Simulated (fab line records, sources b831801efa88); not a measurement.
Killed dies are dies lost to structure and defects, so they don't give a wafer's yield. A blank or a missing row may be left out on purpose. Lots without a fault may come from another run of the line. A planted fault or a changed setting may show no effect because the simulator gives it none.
Which tool did it? | flow gf180mcu | 6 lots, 18 wafers sampled, at 4 steps of a route of 602

WHAT THE GAUGES READ, wafer by wafer
GF_NWELL_TW_MEAS_11.
lot  | measured    | on            | NWELL_TW
L146 | day 3 13:15 | film_metro-02 | 1550 1553 1553
L150 | day 4 12:50 | film_metro-01 | 1479 1465 1472
L157 | day 6 00:40 | film_metro-02 | 1561 1560 1563
L162 | day 7 12:55 | film_metro-01 | 1591 1593 1585
L166 | day 8 08:27 | film_metro-01 | 1587 1588 1587
L168 | day 8 14:40 | film_metro-02 | 1550 1556 1548

WHICH TOOL RAN EACH LOT (tool, then ch and the chambers of the sampled wafers, then the start)
lot  | GF_STI_PEB_10                               | GF_STI_ETCH_13                    | GF_NWELL_IMPLANT_08
L146 | litho_track-03 ch 0, day 2 07:26 or earlier | rie_diel-03 ch 0,2, day 2 07:26   | implanter-01 ch 0, day 3 12:52
L150 | litho_track-03 ch 0, day 3 04:05 or earlier | rie_diel-02 ch 1,2,3, day 3 04:05 | implanter-04 ch 0, day 4 12:29
L157 | litho_track-03 ch 0, day 4 15:20 or earlier | rie_diel-01 ch 0,1,3, day 4 15:20 | implanter-03 ch 0, day 6 00:17
L162 | litho_track-03 ch 0, day 5 18:17 or earlier | rie_diel-03 ch 0,1,2, day 5 18:17 | implanter-01 ch 0, day 7 12:31
L166 | litho_track-03 ch 0, day 6 18:38 or earlier | rie_diel-02 ch 1,2,3, day 6 18:38 | implanter-01 ch 0, day 8 08:01
L168 | litho_track-03 ch 0, day 7 00:29 or earlier | rie_diel-02 ch 0,1,2, day 7 00:29 | implanter-01 ch 0, day 8 14:16
- GF_STI_PEB_10: peb time 91.46 s.
- GF_STI_ETCH_13: etches the open film in CHF3/O2, stops on Si, target depth 282.31 nm, time 112.9 s.
- GF_NWELL_IMPLANT_08

THE ANSWER, worked out from the rows above alone
Rule: what is usual is taken from the lots themselves. Put in order of their means at a reading, lots are off if they are a third of the lots or fewer, leave a main group of 4 or more, and stand apart from it by a gap of 3 or more times the standard deviation of the main group's means; of several such gaps the widest counts. A main group whose means are all the same, to the digits that the tables above print for the reading, isn't used. A lot without any number at a reading at which 4 lots or more have one is off too. The other lots that the step has rows for count as sound.
Off: L150, at GF_NWELL_TW_MEAS_11 (NWELL_TW). The main group: mean 1568, standard deviation 17.
A tool fits if, at a process step before that reading, it ran every lot that is off, and no sound lot after the first of them. The gauges at GF_NWELL_TW_MEAS_11 are tried like those tools. GF_STI_PEB_10 gives no start for some lots, so the hours and the order of its lots are those of GF_STI_ETCH_13. One fits: implanter-04 at GF_NWELL_IMPLANT_08. It ran no sound lot before its first lot that is off in this sample, so the start can't be narrowed down.

WHAT THE SIMULATOR HAD PUT IN
Process parameter drift: implanter-04, from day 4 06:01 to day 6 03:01, at GF_NWELL_IMPLANT_08. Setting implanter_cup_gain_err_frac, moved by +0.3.
Lots struck among those shown: L150. The rule above found the same.
